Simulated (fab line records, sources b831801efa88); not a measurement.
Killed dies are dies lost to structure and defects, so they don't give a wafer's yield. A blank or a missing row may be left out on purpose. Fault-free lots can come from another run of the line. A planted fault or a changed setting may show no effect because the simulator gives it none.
The tool behind it: which one? -- flow gf180mcu -- 18 wafers from 6 lots sampled at 4 of the route's 602 steps

## WHAT THE GAUGES SHOWED, per wafer
GF_PSD_RS_MEAS_14: the measuring method here is four-point-probe.
lot,measured,on,NSD_RS (ohm/sq)
L118,day 16 19:55,film metro-01,40.93 41.01 40.99
L125,day 19 11:28,film metro-03,46.11 46.14 46.08
L127,day 20 09:52,film metro-01,46.04 46.07 46.08
L129,day 21 00:16,film metro-01,46.07 45.97 46.14
L131,day 21 17:06,film metro-02,46.21 46.25 46.22
L133,day 22 07:07,film metro-02,46.12 46.11 46.12

## EACH LOT AND THE TOOL THAT RAN IT (in order: tool; ch and the chambers of the sampled wafers; start)
lot,GF_HV_LDD_STRIP_49,GF_PSD_STRIP_10,GF_PSD_RTA_13
L118,"plasma asher-03 ch 0,1, day 14 19:57","plasma asher-04 ch 0,1, day 16 19:36","rtp anneal-02 ch 0, day 16 19:49"
L125,"plasma asher-03 ch 0, day 17 08:59","plasma asher-02 ch 0,1, day 19 11:09","rtp anneal-01 ch 0, day 19 11:22"
L127,"plasma asher-02 ch 0,1, day 18 06:36","plasma asher-02 ch 1, day 20 09:33","rtp anneal-01 ch 0, day 20 09:46"
L129,"plasma asher-02 ch 0,1, day 18 20:26","plasma asher-04 ch 0,1, day 20 23:58","rtp anneal-01 ch 0, day 21 00:11"
L131,"plasma asher-02 ch 0,1, day 19 14:14","plasma asher-04 ch 0,1, day 21 16:47","rtp anneal-01 ch 0, day 21 17:01"
L133,"plasma asher-01 ch 0,1, day 20 03:11","plasma asher-03 ch 0,1, day 22 06:47","rtp anneal-02 ch 0, day 22 07:01"
- GF_HV_LDD_STRIP_49: strips in O2/N2.
- GF_PSD_STRIP_10: strips in O2/N2.
- GF_PSD_RTA_13: time 20 s.

## THE ANSWER, worked out from the rows above alone
Rule: the usual values come from the lots themselves. The widest of any qualifying gaps counts: lots, ordered by their means at a reading, are off when they make up no more than a third of the lots, leave a main group of 4 or more, and stand apart from it by 3 or more times the standard deviation of that group's means. A main group is skipped when, at the precision printed for the reading in the tables above, its means are all equal. Also off: a lot with no number at a reading for which 4 or more lots have one. The other lots that the step has rows for count as sound.
Off: at GF_PSD_RS_MEAS_14 (NSD_RS), L118. Mean 46.12 ohm/sq and standard deviation 0.06 in the main group.
If a tool, at a process step before that reading, ran all the lots that are off and no sound lot after the first of them, it fits. The gauges at GF_PSD_RS_MEAS_14 are tried like those tools. Of those tried, none fits.

## WHAT THE SIMULATOR HAD INSERTED
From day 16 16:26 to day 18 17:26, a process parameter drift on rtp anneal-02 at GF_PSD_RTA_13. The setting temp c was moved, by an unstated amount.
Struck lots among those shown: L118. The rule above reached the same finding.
